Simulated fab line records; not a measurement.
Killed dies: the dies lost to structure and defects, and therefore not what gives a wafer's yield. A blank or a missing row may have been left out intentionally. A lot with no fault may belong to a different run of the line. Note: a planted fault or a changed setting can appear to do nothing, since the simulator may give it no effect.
Matching of chambers | flow sky130 | rie diel-01 running SKY_POLY_GATE_ETCH_16: 3 sister chambers
The step etches Si3N4 in CH3F/O2, stops on poly-Si, time 147.5 s, target depth 75 nm. 3 wafers are shown with their chamber, then 5 later ones without.

EACH WAFER AND ITS CHAMBER
wafer  | chamber | drypump motor current A (A)
L885.5 | 2       | 5.4
L896.3 | 3       | 5.4
L899.5 | 0       | 6.1

WAFERS WITHOUT THEIR CHAMBER
wafer  | drypump motor current A (A)
L903.1 | 6.0
L903.4 | 5.3
L903.5 | 6.0
L904.3 | 6.0
L904.5 | 5.4

WHICH CHAMBER EACH ONE RAN IN
wafer  | from the rows above     | in truth
L903.1 | 0                       | 0
L903.4 | can't be placed: 2 or 3 | 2
L903.5 | 0                       | 0
L904.3 | 0                       | 0
L904.5 | can't be placed: 2 or 3 | 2
Correctly placed: 3 of 5. Cannot be placed on the basis of these rows: 2; the candidates contain the true chamber in 2. Placed wrongly: 0.
How it was worked out, from the rows above alone: a wafer's distance from a chamber is the root of the sum, over the readings, of the square of ((its reading less the chamber's mean) divided by the reading's scatter). If the next closest chamber is less than 2 further off than the closest, the wafer can't be placed; otherwise it belongs to the closest. The mean given for a chamber averages the wafers shown for that chamber. The scatter: with one shown wafer a chamber, the root of the mean of the squares of how far each hidden wafer lies from its nearest shown one.
